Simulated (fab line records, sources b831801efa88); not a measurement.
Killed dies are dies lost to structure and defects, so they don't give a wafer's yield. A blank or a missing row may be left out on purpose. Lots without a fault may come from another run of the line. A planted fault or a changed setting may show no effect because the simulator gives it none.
One fault seen from 2 desks | flow gf180mcu | each desk has only its own numbers; what lay behind them comes last

THE TOOL OWNER'S DESK: implanter-04
The tool's own readings at GF_HV_LDD_IMPLANT_36: means of the sampled wafers that have a number, for each lot that ran on this tool. A lot is out of limits, marked OUT, if its mean lies more than 4 standard deviations from the usual mean; the brackets give that distance.
Columns: A = end_station_pressure_torr at GF_HV_LDD_IMPLANT_36, usual 5.02e-06 Torr
lot  | first seen here | A
L187 | day 14 10:00    | 4.71e-06
L190 | day 15 01:34    | 5.10e-06
L191 | day 15 05:46    | 5.01e-06
L192 | day 15 11:18    | 4.97e-06
L194 | day 16 08:28    | 4.73e-06
L202 | day 18 19:44    | 5.15e-06
This desk's finding: nothing out of limits on any of the 6 lots.

THE METROLOGY DESK
What the gauges read, lot by lot, whatever tool the lot ran on: means of the sampled wafers that have a number. A lot is out of limits, marked OUT, if its mean lies more than 4 standard deviations from the usual mean; the brackets give that distance.
Columns: A = HV_LDD_RS at GF_HV_LDD_RS_MEAS_53, usual 418.0 ohm/sq; B = V3_BOW at GF_V3_BOW_MEAS_05, usual 116 um; C = V3_W_RS at GF_V3_RS_MEAS_24, usual 0.329 ohm/sq
lot  | first seen here | A                | B   | C
L184 | day 14 00:38    | 417.5            | 118 | 0.330
L188 | day 15 06:18    | 417.3            | 114 | 0.324
L187 | day 15 07:40    | 418.6            | 122 | 0.333
L190 | day 15 23:31    | 419.6            | 114 | 0.333
L191 | day 16 03:31    | 420.5            | 121 | 0.332
L192 | day 16 09:40    | 421.0            | 111 | 0.332
L194 | day 17 07:29    | 422.2 (+5.3) OUT | 124 | 0.329
L197 | day 18 05:46    | 418.6            | 114 | 0.320
L199 | day 18 17:26    | 417.4            | 133 | 0.329
L200 | day 19 03:05    | 418.5            | 118 | 0.333
L201 | day 19 14:32    | 417.5            | 110 | 0.328
L202 | day 19 20:34    | 418.8            | 126 | 0.325
L203 | day 20 08:38    | 417.5            | 109 | 0.328
This desk's finding: out of limits on L194; first on L194, day 17 07:29 (HV_LDD_RS at GF_HV_LDD_RS_MEAS_53). In limits: L184, L188, L187, L190, L191, L192, L197, L199, L200, L201, L202, L203.

PUT TOGETHER
The metrology desk could have raised an alarm at day 17 07:29, on L194.
The tool owner's desk saw nothing out of limits.
The tool owner's desk has L194 on record, within its limits.
Of the lots named, all ran GF_HV_LDD_IMPLANT_36 on implanter-04.

WHAT THE SIMULATOR HAD PUT IN
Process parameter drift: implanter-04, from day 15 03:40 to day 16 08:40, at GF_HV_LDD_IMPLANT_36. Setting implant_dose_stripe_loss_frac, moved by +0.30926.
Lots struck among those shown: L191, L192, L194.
Hours from the fault's start to each desk's first reading out of limits: the metrology desk, 52.
